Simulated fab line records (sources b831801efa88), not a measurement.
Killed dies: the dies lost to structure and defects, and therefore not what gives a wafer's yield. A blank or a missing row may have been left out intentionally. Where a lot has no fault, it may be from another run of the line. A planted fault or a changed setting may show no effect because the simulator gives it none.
Struck lot and sound lot, side by side | flow gf180mcu | 15 out of 602 route steps
Sound: the wafers L741.1, L741.4, L741.5. Struck: wafers L750.1, L750.6. The cause is given at the end.
At each step with rows: each side's tool, then ch and its chambers, then its first start. Under that, the readings that differ: sound wafers | struck wafers | difference of the means | sigmas: that difference in standard deviations of wafers without a fault.
alike: a reading whose means differ by less than 2 such deviations, as well as words and numbers matching on both sides. not compared: withheld readings; readings where some wafer has no value; bounds like >300 that might hide an equal value; numbers whose values overlap and for which the record gives no deviation.
Wherever a step has rows on one side only, a row that says differs or no value, or a row with sigmas, the two part there. Non-overlapping numbers with no deviation appear without sigmas and do not part them. Lack of a reading on every wafer of one side parts them only where that side has two or more wafers.

first, 5 steps without rows for these wafers: GF_V5_COAT_09 (resist thk 1000 nm); GF_V5_SOFTBAKE_10 (time 60 s); GF_V5_EXPOSE_11 (exposes mask Via5, target cd 260 nm); GF_V5_PEB_12 (peb time 90 s); GF_V5_DEVELOP_13 (develop time 60 s).
GF_V5_CD_MEAS_14: the cd target is 260 nm.
  sound on cdSem-02 at day 28 01:18; struck on cdSem-01 at day 30 10:14
  alike: cdNm
GF_V5_OVL_MEAS_15:
  sound on overlay-01 at day 28 01:25; struck on overlay-02 at day 30 10:21
  alike: V5_OVL
GF_V5_ETCH_16: etches BARC in N2/H2.
  sound on rieDiel-03 ch 1,2, day 28 01:27; struck on rieDiel-02 ch 1, day 30 10:23
  alike: drypumpMotorCurrentA, oesProductAu, throttleValvePct
GF_V5_ETCH_17: etches SiO2 in C4F8/O2/Ar, stops on TiN, target depth 855 nm.
  sound on rieDiel-03 ch 1,2; struck on rieDiel-02 ch 1
  alike: oesProductAu
GF_V5_STRIP_18: strips in O2/N2.
  sound on plasmaAsher-04 ch 0,1, day 28 01:37; struck on plasmaAsher-02 ch 0, day 30 10:32
  alike: drypumpMotorCurrentA, heaterPowerW, oesProductAu
  not compared: rfHoursCounterH
then, 2 steps without rows for these wafers: GF_V5_STRIP_19 (strips in post etch residue remover, time 1200 s); GF_V5_CLEAN_20 (cleans in DIW).
GF_V5_SPUTTER_21: material Ti, target thk 15 nm, time 80.02 s.
  sound on pvdSputter-02 at day 28 02:10; struck on pvdSputter-02 at day 30 11:04
reading                              | sound             | struck      | difference | sigmas
model.Ti_of_V5_SPUTTER_21.thkNm (nm) | 15.01 15.02 14.89 | 8.465 8.499 | -6.491     | 
  alike: substrateTempC, throttleValvePct
GF_V5_SPUTTER_22: material TiN, target thk 10 nm, time 40 s.
  sound on pvdSputter-02 at day 28 02:14; struck on pvdSputter-02 at day 30 11:08
  alike: throttleValvePct
then, 1 step without rows for these wafers: GF_PASSIVATION_PROBE_99.

WHERE THEY PART
Nowhere in this record.

WHY: the cause the simulator had injected
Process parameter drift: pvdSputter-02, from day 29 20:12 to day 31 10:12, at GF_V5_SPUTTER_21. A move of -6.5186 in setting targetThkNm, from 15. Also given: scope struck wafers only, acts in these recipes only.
